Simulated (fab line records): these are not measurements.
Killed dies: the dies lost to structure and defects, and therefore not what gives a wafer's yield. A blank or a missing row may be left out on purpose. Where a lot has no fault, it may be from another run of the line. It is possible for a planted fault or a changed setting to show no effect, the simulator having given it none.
Split-lot trial -- flow sky130 -- route with 708 steps; 5 lots, 23 wafers read

## THE SPLIT ITSELF
At SKY_VT_ADJUST_HVTR_COAT_02 (resist thk 1140 nm), the setting resist_thk_nm was moved away from the recipe's 1140 nm on 9 of the 23 wafers read, by -5.4% to -1.5%. The other wafers ran this setting at the recipe's value.

The reading comes from the split's own step.

## THE READING
NOVOLAK_of_VT_ADJUST_HVTR_COAT_02.thk_nm (the simulator's own value, which no gauge read), in nm, at SKY_VT_ADJUST_HVTR_COAT_02 (resist thk 1140 nm). The file does not state a usual value for it. Here, 14 wafers ran the recipe; their average is 1140 nm with a standard deviation of 2.3 nm.

wafer,"tool, chamber at the split","resist_thk_nm as run, nm",against the recipe,"NOVOLAK_of_VT_ADJUST_HVTR_COAT_02.thk_nm, nm",against lot-mates on the recipe
L075.1,"litho_track-01, 0",1140,recipe,1140,-
L075.2,"litho_track-01, 0",1140,recipe,1141,-
L075.5,"litho_track-01, 0",1140,recipe,1142,-
L076.1,"litho_track-02, 0",1110,-2.6%,1108,-32
L076.3,"litho_track-02, 0",1140,recipe,1142,-
L076.4,"litho_track-02, 0",1140,recipe,1139,-
L076.5,"litho_track-02, 0",1110,-2.6%,1107,-34
L076.6,"litho_track-02, 0",1110,-2.6%,1111,-30
L077.1,"litho_track-04, 0",1140,recipe,1141,-
L077.2,"litho_track-04, 0",1123,-1.5%,1121,-17
L077.3,"litho_track-04, 0",1123,-1.5%,1123,-15
L077.5,"litho_track-04, 0",1140,recipe,1134,-
L077.6,"litho_track-04, 0",1140,recipe,1138,-
L082.1,"litho_track-01, 0",1078,-5.4%,1074,-64
L082.2,"litho_track-01, 0",1140,recipe,1138,-
L082.4,"litho_track-01, 0",1140,recipe,1138,-
L082.5,"litho_track-01, 0",1140,recipe,1137,-
L082.6,"litho_track-01, 0",1078,-5.4%,1076,-62
L083.1,"litho_track-01, 0",1114,-2.3%,1115,-26
L083.3,"litho_track-01, 0",1140,recipe,1141,-
L083.4,"litho_track-01, 0",1114,-2.3%,1114,-27
L083.5,"litho_track-01, 0",1140,recipe,1140,-
L083.6,"litho_track-01, 0",1140,recipe,1143,-

THE FIT
A straight line over all 23 wafers: NOVOLAK_of_VT_ADJUST_HVTR_COAT_02.thk_nm changes by +11.8 nm for each +1% of resist_thk_nm; r = +0.99; the points scatter about the line by 2.1 nm.
The same after taking each lot's own level away (the mean of its wafers on the recipe; 23 wafers): +11.6 nm for each +1%; r = +1.00; scatter 1.7 nm.
On that fit, the largest move of resist_thk_nm shifts the reading by 63 nm.
Across the lots, their own levels run from 1137.7 to 1141.3 nm, a range of 1.6 times the standard deviation given above.
The two slopes agree, so the slope changes little with the lot-to-lot level.
Check: for one of the wafers moved furthest among these (-5.4%), held out of the fit, the line's prediction against its lot-mates is -63 nm. Against them it came out at -63.7 nm.

## THE OTHER SPLITS THESE WAFERS WENT THROUGH
Note: prior to the reading, these wafers also went through further splits. Each is held against what the fit with the lots' levels taken away leaves over:
other split on the same wafers,wafers away from the commonest value,r with NOVOLAK_of_VT_ADJUST_HVTR_COAT_02.thk_nm (lot level and that fit taken away)
SKY_FIELD_ISO_COAT_07 spin_rpm,9,-0.08
SKY_NWELL_IMPLANT_12 energy_kev,8,-0.22
SKY_NWELL_STRIP_14 overash_fraction,5,+0.56
SKY_VT_ADJUST_HVTP_IMPLANT_09 dose_cm2,6,-0.01
SKY_VT_ADJUST_LVTN_EXPOSE_15 dose_mj,8,-0.27

## THE WHOLE CHAIN: every reading that the file lists as answering this split, in the file's order
step,what it does,reading,change (the file's fit),r (the file's)
SKY_VT_ADJUST_HVTR_COAT_02,resist thk 1140 nm,"NOVOLAK_of_VT_ADJUST_HVTR_COAT_02.thk_nm (the simulator's own value, which no gauge read)",+11.6 nm for each +1% of the setting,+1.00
SKY_VT_ADJUST_HVTR_STRIP_10,strips in O2/N2,strip_time_to_endpoint_s,withheld for each +1% of the setting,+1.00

## FILE'S OWN FIT
NOVOLAK_of_VT_ADJUST_HVTR_COAT_02.thk_nm changes by +11.6 nm for each +1% of resist_thk_nm, r = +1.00.
